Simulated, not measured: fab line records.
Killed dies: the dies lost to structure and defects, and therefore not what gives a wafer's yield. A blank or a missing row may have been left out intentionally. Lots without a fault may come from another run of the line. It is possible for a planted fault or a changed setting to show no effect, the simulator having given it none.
Chamber matching || flow gf180mcu || GF_V2_CMP_26 on cmp-01: 4 sister chambers
The step polishes, stops on SiO2, t overpolish 15 s, target thk 0 nm. 8 wafers are shown with their chamber, then 12 later ones without.

## WAFERS PAIRED WITH THEIR CHAMBERS
{"wafer": "L085.4", "chamber": 3, "motorCurrentA (A)": 10.4, "timeToEndpointS (s)": 83}
{"wafer": "L085.6", "chamber": 3, "motorCurrentA (A)": 10.3, "timeToEndpointS (s)": 83}
{"wafer": "L086.3", "chamber": 0, "motorCurrentA (A)": 10.0, "timeToEndpointS (s)": 87}
{"wafer": "L086.5", "chamber": 1, "motorCurrentA (A)": 11.6, "timeToEndpointS (s)": 82}
{"wafer": "L086.6", "chamber": 2, "motorCurrentA (A)": 13.2, "timeToEndpointS (s)": 85}
{"wafer": "L087.1", "chamber": 0, "motorCurrentA (A)": 10.2, "timeToEndpointS (s)": 83}
{"wafer": "L087.3", "chamber": 1, "motorCurrentA (A)": 11.2, "timeToEndpointS (s)": 78}
{"wafer": "L087.4", "chamber": 2, "motorCurrentA (A)": 12.6, "timeToEndpointS (s)": 80}

## WAFERS WHOSE CHAMBER IS MISSING
{"wafer": "L090.2", "motorCurrentA (A)": 11.2, "timeToEndpointS (s)": 80}
{"wafer": "L090.3", "motorCurrentA (A)": 12.8, "timeToEndpointS (s)": 85}
{"wafer": "L090.5", "motorCurrentA (A)": 11.8, "timeToEndpointS (s)": 83}
{"wafer": "L091.4", "motorCurrentA (A)": 12.6, "timeToEndpointS (s)": 84}
{"wafer": "L091.5", "motorCurrentA (A)": 12.1, "timeToEndpointS (s)": 78}
{"wafer": "L091.6", "motorCurrentA (A)": 12.7, "timeToEndpointS (s)": 81}
{"wafer": "L092.2", "motorCurrentA (A)": 10.0, "timeToEndpointS (s)": 86}
{"wafer": "L092.3", "motorCurrentA (A)": 9.3, "timeToEndpointS (s)": 84}
{"wafer": "L092.6", "motorCurrentA (A)": 10.2, "timeToEndpointS (s)": 83}
{"wafer": "L094.3", "motorCurrentA (A)": 11.5, "timeToEndpointS (s)": 80}
{"wafer": "L094.4", "motorCurrentA (A)": 12.4, "timeToEndpointS (s)": 86}
{"wafer": "L094.6", "motorCurrentA (A)": 11.1, "timeToEndpointS (s)": 85}

## EACH ONE'S CHAMBER
{"wafer": "L090.2", "from the rows above": 1, "in truth": 1}
{"wafer": "L090.3", "from the rows above": 2, "in truth": 2}
{"wafer": "L090.5", "from the rows above": 1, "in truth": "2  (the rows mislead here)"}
{"wafer": "L091.4", "from the rows above": 2, "in truth": 2}
{"wafer": "L091.5", "from the rows above": "can't be placed: 1 or 2", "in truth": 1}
{"wafer": "L091.6", "from the rows above": 2, "in truth": 2}
{"wafer": "L092.2", "from the rows above": "can't be placed: 0 or 3", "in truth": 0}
{"wafer": "L092.3", "from the rows above": "can't be placed: 0 or 3", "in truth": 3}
{"wafer": "L092.6", "from the rows above": "can't be placed: 3 or 0", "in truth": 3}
{"wafer": "L094.3", "from the rows above": 1, "in truth": 1}
{"wafer": "L094.4", "from the rows above": 2, "in truth": 2}
{"wafer": "L094.6", "from the rows above": "can't be placed: 1 or 3 or 0", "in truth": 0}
6 of 12 placed correctly. Can't be placed from these rows: 5 (the true chamber is among the candidates in 5). Placed wrongly: 1.
How it was worked out, from the rows above alone: a wafer's distance from a chamber is the root of the sum, over the readings, of the square of ((its reading less the chamber's mean) divided by the reading's scatter). The wafer belongs to the nearest chamber; if the next one is less than 2 further off, it can't be placed. For every chamber, the mean is computed from those of its wafers that are shown. The scatter: the root of (the sum of the squares of (reading less its chamber's mean) over the shown wafers, divided by (wafers less chambers)).
